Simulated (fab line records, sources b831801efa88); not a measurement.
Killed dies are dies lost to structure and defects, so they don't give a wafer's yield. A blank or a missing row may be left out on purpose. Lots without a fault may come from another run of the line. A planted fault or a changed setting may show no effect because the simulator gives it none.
Chamber matching | flow gf180mcu | GF_V5_CVD_02 on pecvd-04: 3 sister chambers
The step deposits SiO2 from TEOS, target thk 1450 nm, time 163.28 s. 14 wafers are shown with their chamber, then 7 later ones without.

WAFERS WITH THEIR CHAMBER
wafer  | chamber | heater_power_w (W)
L077.4 | 0       | 524
L077.5 | 1       | 664
L077.6 | 0       | 617
L079.1 | 2       | 662
L079.3 | 0       | 601
L079.5 | 1       | 861
L080.1 | 2       | 645
L080.2 | 1       | 703
L080.3 | 0       | 605
L080.4 | 2       | 530
L080.5 | 1       | 827
L080.6 | 0       | 659
L085.1 | 1       | 800
L085.3 | 0       | 680

SIGNATURES (means of the wafers above)
reading        | chamber 0 | chamber 1 | chamber 2 | scatter within a chamber
heater_power_w | 614.33    | 771.00    | 612.33    | 69.5
Rule: a wafer's distance from a chamber is the root of the sum, over the readings, of the square of ((its reading less the chamber's mean) divided by the reading's scatter). The wafer belongs to the nearest chamber; if the next one is less than 2 further off, it can't be placed. The scatter: the root of (the sum of the squares of (reading less its chamber's mean) over the shown wafers, divided by (wafers less chambers)).

WAFERS WITHOUT THEIR CHAMBER
wafer  | heater_power_w (W)
L085.6 | 680
L086.1 | 546
L086.4 | 639
L086.5 | 549
L091.1 | 829
L091.2 | 648
L091.3 | 636

WHICH CHAMBER EACH WENT THROUGH
wafer  | from the rows above          | in truth
L085.6 | can't be placed: 0 or 2 or 1 | 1
L086.1 | can't be placed: 2 or 0      | 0
L086.4 | can't be placed: 0 or 2 or 1 | 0
L086.5 | can't be placed: 2 or 0      | 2
L091.1 | 1                            | 1
L091.2 | can't be placed: 0 or 2 or 1 | 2
L091.3 | can't be placed: 0 or 2 or 1 | 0
Placed correctly: 1 of 7. Can't be placed from these rows: 6 (the true chamber is among the candidates in 6). Placed wrongly: 0.
